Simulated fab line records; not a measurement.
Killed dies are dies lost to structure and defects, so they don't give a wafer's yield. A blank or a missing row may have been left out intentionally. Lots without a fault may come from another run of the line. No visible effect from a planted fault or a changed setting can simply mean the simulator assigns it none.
Which tool is to blame?	flow sky130	24 lots, 72 wafers sampled, at 6 steps of a route of 708

## WHAT THE GAUGES SHOWED, per wafer
SKY_METAL4_CD_MEAS_13: target cd 300 nm.
lot	measured	on	cd_nm (nm)
L074	day 42 03:30	cd_sem-02	301.6 300.0 300.6
L075	day 42 07:40	cd_sem-02	299.8 300.3 300.4
L076	day 42 12:37	cd_sem-01	299.7 299.1 299.4
L077	day 43 01:06	cd_sem-01	301.6 303.1 302.3
L078	day 43 02:53	cd_sem-01	298.5 299.9 299.2
L079	day 43 10:06	cd_sem-01	299.1 299.4 299.2
L080	day 43 20:34	cd_sem-01	298.7 297.2 298.2
L081	day 44 03:35	cd_sem-01	300.8 300.1 300.3
L082	day 44 05:09	cd_sem-02	300.0 299.8 300.3
L083	day 44 09:00	cd_sem-01	299.1 300.9 299.3
L084	day 44 23:53	cd_sem-02	298.5 299.3 298.4
L085	day 45 01:55	cd_sem-01	299.7 298.6 297.4
L086	day 45 09:27	cd_sem-02	297.7 298.8 297.5
L087	day 45 17:45	cd_sem-01	300.6 299.8 301.0
L088	day 45 22:07	cd_sem-01	299.6 300.1 300.3
L089	day 46 03:13	cd_sem-02	299.3 299.3 299.9
L090	day 46 09:43	cd_sem-01	300.0 299.0 300.1
L091	day 46 15:48	cd_sem-02	299.9 301.1 300.2
L092	day 46 20:51	cd_sem-02	301.4 300.4 300.9
L093	day 47 04:13	cd_sem-02	300.7 301.6 301.5
L094	day 47 04:32	cd_sem-01	298.3 297.1 297.6
L095	day 47 10:40	cd_sem-01	297.4 296.6 296.3
L096	day 47 16:29	cd_sem-01	298.9 299.4 299.5
L097	day 48 00:22	cd_sem-02	299.4 299.5 299.3

## EACH LOT AND THE TOOL THAT RAN IT (in order: tool; ch and the chambers of the sampled wafers; start)
lot	SKY_METAL1_SPUTTER_03	SKY_METAL1_STRIP_20	SKY_VIA2_SPUTTER_20	SKY_METAL3_ETCH_17	SKY_METAL4_SPUTTER_02
L074	pvd_sputter-04, day 31 23:20	plasma_asher-01 ch 0,1, day 33 02:35	pvd_sputter-02, day 36 15:26	rie_diel-04 ch 0,2,3, day 38 21:20	pvd_sputter-01, day 40 01:40
L075	pvd_sputter-04, day 32 03:52	plasma_asher-04 ch 0,1, day 33 08:00	pvd_sputter-02, day 36 19:46	rie_diel-01 ch 0,3, day 39 01:59	pvd_sputter-01, day 40 06:22
L076	pvd_sputter-03, day 32 08:13	plasma_asher-03 ch 0,1, day 33 11:42	pvd_sputter-02, day 37 01:23	rie_diel-01 ch 0,3, day 39 07:32	pvd_sputter-04, day 40 11:41
L077	pvd_sputter-03, day 32 23:25	plasma_asher-01 ch 0, day 34 01:43	pvd_sputter-04, day 37 15:28	rie_diel-01 ch 0,3, day 39 21:14	pvd_sputter-01, day 41 00:14
L078	pvd_sputter-03, day 33 02:55	plasma_asher-04 ch 0,1, day 34 06:07	pvd_sputter-02, day 37 19:03	rie_diel-03 ch 0,3, day 39 23:29	pvd_sputter-01, day 41 02:52
L079	pvd_sputter-01, day 33 12:19	plasma_asher-03 ch 0,1, day 34 15:28	pvd_sputter-04, day 38 02:43	rie_diel-03 ch 0,1,2, day 40 07:11	pvd_sputter-04, day 41 10:13
L080	pvd_sputter-01, day 33 22:50	plasma_asher-03 ch 0,1, day 35 01:56	pvd_sputter-04, day 38 14:47	rie_diel-01 ch 0,2,3, day 40 18:20	pvd_sputter-01, day 41 21:16
L081	pvd_sputter-04, day 34 06:54	plasma_asher-04 ch 0,1, day 35 09:56	pvd_sputter-04, day 38 22:08	rie_diel-01 ch 1,2,3, day 41 01:14	pvd_sputter-04, day 42 04:32
L082	pvd_sputter-04, day 34 08:48	plasma_asher-01 ch 1, day 35 12:04	pvd_sputter-04, day 38 23:56	rie_diel-03 ch 1,2, day 41 03:32	pvd_sputter-04, day 42 06:25
L083	pvd_sputter-03, day 34 14:17	plasma_asher-03 ch 0,1, day 35 17:26	pvd_sputter-04, day 39 03:54	rie_diel-04 ch 0,2,3, day 41 07:05	pvd_sputter-04, day 42 10:07
L084	pvd_sputter-03, day 35 08:29	plasma_asher-01 ch 0,1, day 36 11:37	pvd_sputter-04, day 39 22:16	rie_diel-04 ch 0,1,2, day 41 23:44	pvd_sputter-01, day 43 02:21
L085	pvd_sputter-03, day 35 10:38	plasma_asher-03 ch 0,1, day 36 13:38	pvd_sputter-04, day 39 23:58	rie_diel-03 ch 0,2,3, day 42 02:20	pvd_sputter-04, day 43 04:01
L086	pvd_sputter-04, day 35 18:53	plasma_asher-04 ch 0,1, day 36 21:16	pvd_sputter-04, day 40 07:37	rie_diel-01 ch 0,1,3, day 42 09:56	pvd_sputter-02, day 43 12:06
L087	pvd_sputter-03, day 36 06:26	plasma_asher-03 ch 0, day 37 09:02	pvd_sputter-04, day 40 17:58	rie_diel-03 ch 0,3, day 42 19:11	pvd_sputter-01, day 43 21:34
L088	pvd_sputter-04, day 36 10:35	plasma_asher-03 ch 1, day 37 12:41	pvd_sputter-04, day 40 23:04	rie_diel-01 ch 1,2,3, day 43 00:14	pvd_sputter-01, day 44 02:13
L089	pvd_sputter-01, day 36 17:14	plasma_asher-04 ch 0,1, day 37 19:45	pvd_sputter-04, day 41 04:57	rie_diel-01 ch 0,1, day 43 05:14	pvd_sputter-02, day 44 06:34
L090	pvd_sputter-01, day 37 00:25	plasma_asher-01 ch 0,1, day 38 02:49	pvd_sputter-04, day 41 10:59	rie_diel-03 ch 0,3, day 43 12:32	pvd_sputter-02, day 44 13:20
L091	pvd_sputter-03, day 37 06:07	plasma_asher-04 ch 0,1, day 38 08:49	pvd_sputter-01, day 41 18:07	rie_diel-03 ch 0,2,3, day 43 18:47	pvd_sputter-02, day 44 19:41
L092	pvd_sputter-04, day 37 18:22	plasma_asher-04 ch 0,1, day 38 20:44	pvd_sputter-01, day 42 02:16	rie_diel-01 ch 2,3, day 44 01:26	pvd_sputter-04, day 45 02:28
L093	pvd_sputter-01, day 37 22:35	plasma_asher-04 ch 0,1, day 39 01:49	pvd_sputter-02, day 42 09:13	rie_diel-04 ch 0,1,2, day 44 08:11	pvd_sputter-01, day 45 09:28
L094	pvd_sputter-03, day 38 00:11	plasma_asher-04 ch 1, day 39 02:23	pvd_sputter-04, day 42 09:33	rie_diel-03 ch 0,1,3, day 44 08:32	pvd_sputter-02, day 45 10:12
L095	pvd_sputter-03, day 38 09:10	plasma_asher-04 ch 0,1, day 39 10:16	pvd_sputter-04, day 42 16:25	rie_diel-04 ch 0,1,3, day 44 15:38	pvd_sputter-04, day 45 16:33
L096	pvd_sputter-03, day 38 16:25	plasma_asher-04 ch 0,1, day 39 18:28	pvd_sputter-02, day 42 22:12	rie_diel-04 ch 0,2,3, day 44 21:23	pvd_sputter-04, day 45 22:28
L097	pvd_sputter-04, day 39 01:28	plasma_asher-03 ch 1, day 40 03:14	pvd_sputter-02, day 43 07:16	rie_diel-01 ch 1,2, day 45 06:08	pvd_sputter-02, day 46 07:47
- SKY_METAL1_SPUTTER_03: material Ti, target thk 5 nm, time 3.3 s.
- SKY_METAL1_STRIP_20: strips in O2/N2.
- SKY_VIA2_SPUTTER_20: material TiN, target thk 20 nm, time 80 s.
- SKY_METAL3_ETCH_17: etches SiO2 in C4F8/O2/Ar, stops on TiN, time 3.9 s, target depth 15 nm.
- SKY_METAL4_SPUTTER_02: material AlCu, target thk 735 nm, time 39.1 s.

## AS READ BY THE TOOLS THEMSELVES (means over the sampled wafers that have a number; for cases with no such wafer, the mark the record gives instead)
SKY_METAL1_SPUTTER_03.
lot	tool	throttle_valve_pct (%)
L074	pvd_sputter-04	29.7
L075	pvd_sputter-04	29.4
L076	pvd_sputter-03	28.7
L077	pvd_sputter-03	29.4
L078	pvd_sputter-03	30.0
L079	pvd_sputter-01	29.7
L080	pvd_sputter-01	29.9
L081	pvd_sputter-04	29.6
L082	pvd_sputter-04	29.5
L083	pvd_sputter-03	29.9
L084	pvd_sputter-03	30.1
L085	pvd_sputter-03	29.4
L086	pvd_sputter-04	29.7
L087	pvd_sputter-03	30.2
L088	pvd_sputter-04	29.7
L089	pvd_sputter-01	30.0
L090	pvd_sputter-01	29.2
L091	pvd_sputter-03	29.2
L092	pvd_sputter-04	29.4
L093	pvd_sputter-01	29.6
L094	pvd_sputter-03	29.4
L095	pvd_sputter-03	29.3
L096	pvd_sputter-03	29.3
L097	pvd_sputter-04	29.3

SKY_METAL1_STRIP_20.
lot	tool	drypump_motor_current_A (A)	oes_product_au (a.u.)	strip_time_to_endpoint_s (s)
L074	plasma_asher-01	5.8	0.342	2.64
L075	plasma_asher-04	5.5	0.346	2.73
L076	plasma_asher-03	6.0	0.337	2.62
L077	plasma_asher-01	5.9	0.339	2.73
L078	plasma_asher-04	5.2	0.346	2.64
L079	plasma_asher-03	5.9	0.345	2.72
L080	plasma_asher-03	5.9	0.342	2.66
L081	plasma_asher-04	5.5	0.340	2.57
L082	plasma_asher-01	5.8	0.338	2.59
L083	plasma_asher-03	5.9	0.347	2.73
L084	plasma_asher-01	5.8	0.343	2.75
L085	plasma_asher-03	5.9	0.337	2.53
L086	plasma_asher-04	5.2	0.341	2.66
L087	plasma_asher-03	6.0	0.341	2.67
L088	plasma_asher-03	5.9	0.339	2.64
L089	plasma_asher-04	5.5	0.336	2.57
L090	plasma_asher-01	5.9	0.341	2.65
L091	plasma_asher-04	5.5	0.341	2.64
L092	plasma_asher-04	5.5	0.346	2.74
L093	plasma_asher-04	5.3	0.337	2.65
L094	plasma_asher-04	5.0	0.351	2.75
L095	plasma_asher-04	5.5	0.337	2.63
L096	plasma_asher-04	5.5	0.339	2.61
L097	plasma_asher-03	5.9	0.342	2.63

SKY_VIA2_SPUTTER_20.
lot	tool	throttle_valve_pct (%)
L074	pvd_sputter-02	31.0
L075	pvd_sputter-02	30.5
L076	pvd_sputter-02	31.2
L077	pvd_sputter-04	29.1
L078	pvd_sputter-02	31.2
L079	pvd_sputter-04	29.3
L080	pvd_sputter-04	29.4
L081	pvd_sputter-04	29.4
L082	pvd_sputter-04	28.8
L083	pvd_sputter-04	29.3
L084	pvd_sputter-04	29.0
L085	pvd_sputter-04	29.5
L086	pvd_sputter-04	29.5
L087	pvd_sputter-04	29.8
L088	pvd_sputter-04	29.2
L089	pvd_sputter-04	29.2
L090	pvd_sputter-04	29.9
L091	pvd_sputter-01	30.1
L092	pvd_sputter-01	29.8
L093	pvd_sputter-02	30.9
L094	pvd_sputter-04	29.8
L095	pvd_sputter-04	29.6
L096	pvd_sputter-02	30.8
L097	pvd_sputter-02	30.8

SKY_METAL3_ETCH_17.
lot	tool	oes_product_au (a.u.)
L074	rie_diel-04	0.747
L075	rie_diel-01	0.754
L076	rie_diel-01	0.764
L077	rie_diel-01	0.754
L078	rie_diel-03	0.759
L079	rie_diel-03	0.747
L080	rie_diel-01	0.754
L081	rie_diel-01	0.752
L082	rie_diel-03	0.760
L083	rie_diel-04	0.748
L084	rie_diel-04	0.746
L085	rie_diel-03	0.744
L086	rie_diel-01	0.754
L087	rie_diel-03	0.752
L088	rie_diel-01	0.753
L089	rie_diel-01	0.758
L090	rie_diel-03	0.754
L091	rie_diel-03	0.750
L092	rie_diel-01	0.747
L093	rie_diel-04	0.748
L094	rie_diel-03	0.754
L095	rie_diel-04	0.752
L096	rie_diel-04	0.748
L097	rie_diel-01	0.750

SKY_METAL4_SPUTTER_02.
lot	tool	throttle_valve_pct (%)
L074	pvd_sputter-01	30.0
L075	pvd_sputter-01	29.8
L076	pvd_sputter-04	29.4
L077	pvd_sputter-01	29.7
L078	pvd_sputter-01	30.4
L079	pvd_sputter-04	29.2
L080	pvd_sputter-01	29.8
L081	pvd_sputter-04	29.5
L082	pvd_sputter-04	29.5
L083	pvd_sputter-04	29.4
L084	pvd_sputter-01	29.8
L085	pvd_sputter-04	29.6
L086	pvd_sputter-02	30.6
L087	pvd_sputter-01	30.0
L088	pvd_sputter-01	29.6
L089	pvd_sputter-02	31.1
L090	pvd_sputter-02	30.9
L091	pvd_sputter-02	30.9
L092	pvd_sputter-04	29.2
L093	pvd_sputter-01	29.7
L094	pvd_sputter-02	30.5
L095	pvd_sputter-04	29.5
L096	pvd_sputter-04	29.3
L097	pvd_sputter-02	30.5

## THE ANSWER, worked out from the rows above alone
Rule: usual is defined by the lots themselves. The widest of any qualifying gaps counts: lots, ordered by their means at a reading, are off when they make up no more than a third of the lots, leave a main group of 4 or more, and stand apart from it by 3 or more times the standard deviation of that group's means. A main group whose means are all the same, to the digits that the tables above print for the reading, isn't used. Also off: a lot with no number at a reading for which 4 or more lots have one. Where the step has rows for the other lots, those lots are counted as sound. First the gauges in route order, then the tools' own readings, where a lot's mean is used as printed above. At the first step where some lot is off, the reading lying furthest off is the one used; lots without a number count as furthest.
No lot is off on any of the readings shown, so nothing can be concluded from this.

## WHAT HAD BEEN PUT IN BY THE SIMULATOR
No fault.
